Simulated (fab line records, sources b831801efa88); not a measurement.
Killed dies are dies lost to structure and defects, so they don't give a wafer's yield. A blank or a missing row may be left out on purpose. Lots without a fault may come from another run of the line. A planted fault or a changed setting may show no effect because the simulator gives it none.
Which tool did it? | flow sky130 | 6 lots, 18 wafers sampled, at 4 steps of a route of 708

WHAT THE GAUGES READ, wafer by wafer
SKY_PASSIVATION_THK_MEAS_03.
lot  | measured     | on            | PASSIVATION_CVD_02_THK (nm)
L218 | day 44 20:31 | film_metro-03 | 549 535 551
L223 | day 46 14:56 | film_metro-03 | 530 545 546
L224 | day 46 17:48 | film_metro-03 | 536 530 539
L227 | day 47 13:46 | film_metro-02 | 531 532 540
L235 | day 48 23:39 | film_metro-02 | 529 527 534
L238 | day 49 15:04 | film_metro-01 | 539 542 544

WHICH TOOL RAN EACH LOT (tool, then ch and the chambers of the sampled wafers, then the start)
lot  | SKY_METAL3_SPUTTER_02        | SKY_CAP2M_CVD_00                | SKY_METAL4_DESCUM_15
L218 | pvd_sputter-02, day 37 14:47 | pecvd-02 ch 0,1, day 40 21:14   | rie_metal-03 ch 0,1, day 42 20:37
L223 | pvd_sputter-01, day 39 12:54 | pecvd-02 ch 1,2, day 42 15:57   | rie_metal-01 ch 0,1, day 44 14:17
L224 | pvd_sputter-01, day 39 16:41 | pecvd-04 ch 0,1,2, day 42 20:10 | rie_metal-01 ch 0,1, day 44 17:03
L227 | pvd_sputter-01, day 40 21:46 | pecvd-03 ch 0,1,2, day 43 22:38 | rie_metal-01 ch 0,1, day 45 16:55
L235 | pvd_sputter-04, day 42 13:08 | pecvd-03 ch 0,2, day 45 10:55   | rie_metal-03 ch 0,1, day 47 04:08
L238 | pvd_sputter-01, day 43 06:23 | pecvd-02 ch 0,1, day 46 03:10   | rie_metal-01 ch 0,1, day 47 20:26
- SKY_METAL3_SPUTTER_02: material AlCu, target thk 735 nm, time 39.1 s.
- SKY_CAP2M_CVD_00: deposits SiO2, target thk 15.5 nm.
- SKY_METAL4_DESCUM_15: chemistry O2, time 8 s.

THE ANSWER, worked out from the rows above alone
Rule: what is usual is taken from the lots themselves. Put in order of their means at a reading, lots are off if they are a third of the lots or fewer, leave a main group of 4 or more, and stand apart from it by a gap of 3 or more times the standard deviation of the main group's means; of several such gaps the widest counts. A main group whose means are all the same, to the digits that the tables above print for the reading, isn't used. A lot without any number at a reading at which 4 lots or more have one is off too. The other lots that the step has rows for count as sound.
No lot is off at any reading shown: from this, nothing can be told.

WHAT THE SIMULATOR HAD PUT IN
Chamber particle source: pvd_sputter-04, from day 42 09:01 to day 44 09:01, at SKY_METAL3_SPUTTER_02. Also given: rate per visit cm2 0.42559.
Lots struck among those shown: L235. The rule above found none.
